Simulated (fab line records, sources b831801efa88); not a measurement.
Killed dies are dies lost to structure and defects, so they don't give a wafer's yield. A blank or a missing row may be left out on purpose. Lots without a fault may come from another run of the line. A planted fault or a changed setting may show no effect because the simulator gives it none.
Which tool did it? | flow sky130 | 13 lots, 39 wafers sampled, at 2 steps of a route of 708

WHAT THE GAUGES READ, wafer by wafer
SKY_VT_ADJUST_HVTR_OVL_MEAS_08.
lot  | measured     | on         | VT_ADJUST_HVTR_OVL (nm)
L507 | day 9 11:44  | overlay-02 | -1.0 0.9 0.8
L508 | day 9 21:09  | overlay-01 | -1.2 -0.8 -1.1
L509 | day 10 04:11 | overlay-02 | 1.7 1.0 0.7
L510 | day 10 13:34 | overlay-02 | 0.8 0.2 -0.1
L514 | day 11 20:14 | overlay-02 | -1.1 -2.0 -1.8
L518 | day 13 00:03 | overlay-01 | 0.7 -0.8 0.3
L519 | day 13 07:50 | overlay-02 | -3.0 -4.1 -3.4
L521 | day 13 20:05 | overlay-01 | -0.8 1.2 1.4
L522 | day 14 02:03 | overlay-01 | 0.6 1.3 1.0
L525 | day 15 04:05 | overlay-01 | -0.7 -0.4 -0.2
L526 | day 15 08:18 | overlay-01 | 0.1 -0.4 -1.2
L529 | day 16 04:12 | overlay-01 | 0.6 2.1 0.8
L530 | day 16 15:09 | overlay-01 | 0.7 0.6 -0.3

SKY_SONOS_ONO_OVL_MEAS_14.
lot  | measured     | on         | SONOS_ONO_OVL (nm)
L507 | day 12 16:05 | overlay-02 | 1.1 0.8 0.9
L508 | day 13 03:50 | overlay-01 | 0.4 -0.3 0.6
L509 | day 13 14:11 | overlay-02 | 0.2 0.0 1.9
L510 | day 13 19:38 | overlay-02 | -0.3 1.7 3.1
L514 | day 15 10:05 | overlay-01 | 1.5 1.3 3.1
L518 | day 16 15:56 | overlay-01 | 0.6 0.7 1.2
L519 | day 17 01:53 | overlay-01 | 1.0 0.2 0.2
L521 | day 17 14:38 | overlay-01 | 1.7 3.4 1.7
L522 | day 17 23:11 | overlay-01 | 1.8 1.4 0.8
L525 | day 19 01:41 | overlay-02 | 2.4 1.6 0.8
L526 | day 19 05:16 | overlay-02 | 1.5 0.9 1.1
L529 | day 20 03:30 | overlay-02 | 2.6 2.0 2.1
L530 | day 20 15:06 | overlay-01 | 2.6 1.6 0.4

WHICH TOOL RAN EACH LOT (tool, then ch and the chambers of the sampled wafers, then the start)
The record holds no process step before these readings.

WHAT THE TOOLS THEMSELVES READ (means of the sampled wafers that have a number; where no wafer has one, the mark that the record gives instead)
The record holds no such reading with a usual standard deviation.

THE ANSWER, worked out from the rows above alone
Rule: what is usual is taken from the lots themselves. Put in order of their means at a reading, lots are off if they are a third of the lots or fewer, leave a main group of 4 or more, and stand apart from it by a gap of 3 or more times the standard deviation of the main group's means; of several such gaps the widest counts. A main group whose means are all the same, to the digits that the tables above print for the reading, isn't used. A lot without any number at a reading at which 4 lots or more have one is off too. The other lots that the step has rows for count as sound. The gauges are gone through in route order, then the tools' own readings, and for those a lot's mean is taken as printed above. The first step at which some lot is off is used, and at that step the reading that is off furthest; a lot without a number counts as furthest.
No lot is off at any reading shown: from this, nothing can be told.

WHAT THE SIMULATOR HAD PUT IN
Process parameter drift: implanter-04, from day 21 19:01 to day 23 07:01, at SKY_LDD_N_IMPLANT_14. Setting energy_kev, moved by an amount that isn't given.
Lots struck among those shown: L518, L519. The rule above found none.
